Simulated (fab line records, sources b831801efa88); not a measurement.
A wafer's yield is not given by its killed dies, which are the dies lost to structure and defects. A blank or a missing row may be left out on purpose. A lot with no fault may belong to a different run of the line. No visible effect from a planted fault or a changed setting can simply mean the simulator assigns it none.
2 desks, one fault || flow gf180mcu || each desk holds nothing but its own numbers, with what lay behind them at the end

## FOR THE TOOL OWNER'S DESK: pecvd-02
The tool's own readings at GF_V3_CVD_02 (deposits SiO2 from TEOS, target thk 850 nm, time 94.851 s): means of the sampled wafers that have a number, for each lot that ran on this tool. A lot is out of limits, marked OUT, if its mean lies more than 4 standard deviations from the usual mean; the brackets give that distance.
Columns: A = heater_power_w at GF_V3_CVD_02, usual 586 W
{"lot": "L376", "first seen here": "day 21 12:38", "A": 567}
{"lot": "L378", "first seen here": "day 22 07:08", "A": 555}
{"lot": "L379", "first seen here": "day 22 18:22", "A": 582}
{"lot": "L381", "first seen here": "day 23 08:28", "A": 538}
{"lot": "L383", "first seen here": "day 24 00:09", "A": 524}
{"lot": "L391", "first seen here": "day 26 16:45", "A": 528}
{"lot": "L396", "first seen here": "day 27 22:48", "A": 569}
{"lot": "L397", "first seen here": "day 28 04:02", "A": 516}
{"lot": "L398", "first seen here": "day 28 11:15", "A": 495}
{"lot": "L399", "first seen here": "day 28 21:53", "A": 542}
Finding of this desk: none of the 10 lots has anything out of limits.

## AT THE METROLOGY DESK
Lot by lot, what the gauges showed, no matter which tool ran the lot: averages of those sampled wafers that carry a number. A lot is out of limits, marked OUT, if its mean lies more than 4 standard deviations from the usual mean; the brackets give that distance.
Columns: A = M2_ALCU_THK at GF_M2_THK_MEAS_06, usual 446 nm; B = V2_OVL at GF_V2_OVL_MEAS_15, usual 2 nm; C = V3_CVD_02_THK at GF_V3_THK_MEAS_03, usual 848 nm; D = V3_OVL at GF_V3_OVL_MEAS_15, usual -3 nm
{"lot": "L376", "first seen here": "day 18 07:18", "A": 453, "B": 13, "C": 866, "D": -9}
{"lot": "L378", "first seen here": "day 19 03:01", "A": 444, "B": -4, "C": 861, "D": -5}
{"lot": "L379", "first seen here": "day 19 14:12", "A": 442, "B": 1, "C": 863, "D": -3}
{"lot": "L381", "first seen here": "day 20 05:41", "A": 442, "B": 5, "C": 881, "D": -2}
{"lot": "L383", "first seen here": "day 20 22:25", "A": 448, "B": 2, "C": 858, "D": -2}
{"lot": "L386", "first seen here": "day 22 02:11", "A": 455, "B": -8, "C": 849, "D": -9}
{"lot": "L391", "first seen here": "day 23 22:10", "A": 449, "B": -2, "C": 844, "D": -3}
{"lot": "L393", "first seen here": "day 24 13:15", "A": 437, "B": 3, "C": 846, "D": 2}
{"lot": "L396", "first seen here": "day 25 05:26", "A": 449, "B": 4, "C": 859, "D": 2}
{"lot": "L397", "first seen here": "day 25 10:44", "A": 443, "B": 9, "C": 851, "D": -1}
{"lot": "L398", "first seen here": "day 25 18:32", "A": 445, "B": 1, "C": 855, "D": -6}
{"lot": "L399", "first seen here": "day 26 05:11", "A": 433, "B": 2, "C": 866, "D": 0}
Finding of this desk: none of the 12 lots has anything out of limits.

## ALL TOGETHER
The desk of the tool owner found nothing out of limits.
Nothing out of limits was seen by the metrology desk.

## WHAT WAS PUT IN BY THE SIMULATOR
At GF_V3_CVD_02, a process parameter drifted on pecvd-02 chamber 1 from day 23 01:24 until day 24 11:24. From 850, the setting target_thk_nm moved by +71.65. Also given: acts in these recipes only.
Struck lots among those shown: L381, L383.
